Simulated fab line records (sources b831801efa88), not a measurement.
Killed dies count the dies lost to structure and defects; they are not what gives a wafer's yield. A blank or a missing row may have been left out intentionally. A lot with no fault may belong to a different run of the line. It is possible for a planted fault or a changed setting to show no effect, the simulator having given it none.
Struck lot and sound lot, side by side	flow sfq-line	21 out of 325 route steps
Sound: wafers L180.2, L180.5, L180.6. Wafers L193.1, L193.3, L193.5 were the ones struck. The cause is named last.
Each step with rows lists, per side, the tool, then ch with its chambers, then its first start. Under that, the readings that differ: sound wafers	struck wafers	difference of the means	sigmas: that difference in standard deviations of wafers without a fault.
alike: same words and numbers on both sides, and readings whose means sit less than 2 such deviations apart. not compared: any withheld reading, any reading some wafer has no value for, any bound like >300 that may hide the same value, and any number with overlapping values for which the record gives no deviation.
Wherever a step has rows on one side only, a row that says differs or no value, or a row with sigmas, the two part there. When numbers do not overlap yet have no deviation, they are printed without sigmas and do not part them. A reading that every wafer of one side lacks parts them only if that side has two wafers or more.

first, 3 steps without rows for these wafers: SFQ_TRILAYER_M4_LITHO_EXPOSE_094 (exposes mask M4, target cd 500 nm); SFQ_TRILAYER_M4_LITHO_PEB_096 (peb time 60 s); SFQ_TRILAYER_M4_LITHO_DEVELOP_095 (time 60 s).
SFQ_M4_OVL_MEAS_926:
  sound on overlay-02, day 51 07:15; struck on overlay-02, day 55 10:01
  alike: M4_OVL
SFQ_TRILAYER_M4_BARC_OPEN_METAL_ETCH_123: etches BARC in O2, target depth 125 nm, time 41.7 s.
  sound on rie-metal-02 ch 0,1, day 51 07:17; struck on rie-metal-02 ch 1, day 55 10:04
  alike: drypump-motor-current-A, oes-product-au
  not compared: rf-hours-counter-h
SFQ_TRILAYER_M4_ETCH_METAL_ETCH_096: etches Nb in Cl2/Ar, stops on SiO2, target depth 240 nm, time 120 s.
  sound on rie-metal-02 ch 0,1, day 51 07:20; struck on rie-metal-02 ch 1, day 55 10:07
  alike: drypump-motor-current-A, oes-product-au
  not compared: rf-hours-counter-h
then, 2 steps without rows for these wafers: SFQ_TRILAYER_M4_STRIP_STRIP_097 (strips in O2); SFQ_TRILAYER_M4_STRIP_SOLV_CLEAN_098 (cleans in NMP, time 600 s).
SFQ_TRILAYER_I4_DEP_PECVD_099: deposits SiO2 from SiH4/N2O, time 111.11 s, target thk 500 nm.
  sound on pecvd-01 ch 0,1,2, day 51 08:14; struck on pecvd-04 ch 0,1,2, day 55 11:01
  alike: heater-power-w, throttle-valve-pct
SFQ_TRILAYER_I4_CMP_CMP_100: polishes SiO2.
  sound on cmp-02 ch 0,2,3, day 51 10:33; struck on cmp-01 ch 0,2, day 55 11:06
  alike: motor-current-A, time-to-endpoint-s
SFQ_I4_BOW_MEAS_927:
  sound on film-metro-02, day 51 12:04; struck on film-metro-04, day 55 14:06
  alike: I4_BOW
SFQ_TRILAYER_I4_METRO_MEASURE_101:
  sound on film-metro-02, day 51 12:22; struck on film-metro-04, day 55 14:13
  alike: thk-nm
SFQ_TRILAYER_I4_VIA_LITHO_COAT_108: resist thk 62 nm.
  sound on litho-track-01 ch 0, day 51 13:25; struck on litho-track-04 ch 0, day 55 15:25
reading	sound	struck	difference	sigmas
model.BARC_of_TRILAYER_I4_VIA_LITHO_COAT_108.thk-nm (nm)	61.91 61.96 61.9	56.05 56.11 56.15	-5.82	
  alike: spin-speed-rpm
then, 5 steps without rows for these wafers: SFQ_TRILAYER_I4_VIA_LITHO_COAT_103 (resist thk 650 nm); SFQ_TRILAYER_I4_VIA_LITHO_SOFTBAKE_107; SFQ_TRILAYER_I4_VIA_LITHO_EXPOSE_104 (exposes mask I4, target cd 700 nm); SFQ_TRILAYER_I4_VIA_LITHO_PEB_106 (peb time 60 s); SFQ_TRILAYER_I4_VIA_LITHO_DEVELOP_105 (time 60 s).
-- the record jumps here: 6 days lie between the struck wafers' starts before and after --
SFQ_I4_OVL_MEAS_928:
  sound on overlay-02, day 57 07:04; struck on overlay-01, day 61 04:32
  alike: I4_OVL
SFQ_TRILAYER_I4_VIA_BARC_OPEN_VIA_ETCH_146: etches BARC in O2, target depth 125 nm, time 41.7 s.
  sound on rie-diel-01 ch 1,2,3, day 57 07:05; struck on rie-diel-03 ch 0,3, day 61 04:34
reading	sound	struck	difference	sigmas
oes-product-au (a.u.)	0.682 0.687 0.685	0.654 0.660 0.656	-0.028	-6
model.etch.depth-nm (nm)	61.91 61.96 61.9	56.05 56.11 56.15	-5.82	
  alike: drypump-motor-current-A
  not compared: rf-hours-counter-h
then, 1 step without rows for these wafers: SFQ_TRILAYER_I4_VIA_ETCH_VIA_ETCH_106 (etches SiO2 in CHF3, stops on Nb, target depth 260 nm).

== WHERE THEY PART ==
Only at SFQ_TRILAYER_I4_VIA_BARC_OPEN_VIA_ETCH_146, within this record.

WHY: what had been put in by the simulator
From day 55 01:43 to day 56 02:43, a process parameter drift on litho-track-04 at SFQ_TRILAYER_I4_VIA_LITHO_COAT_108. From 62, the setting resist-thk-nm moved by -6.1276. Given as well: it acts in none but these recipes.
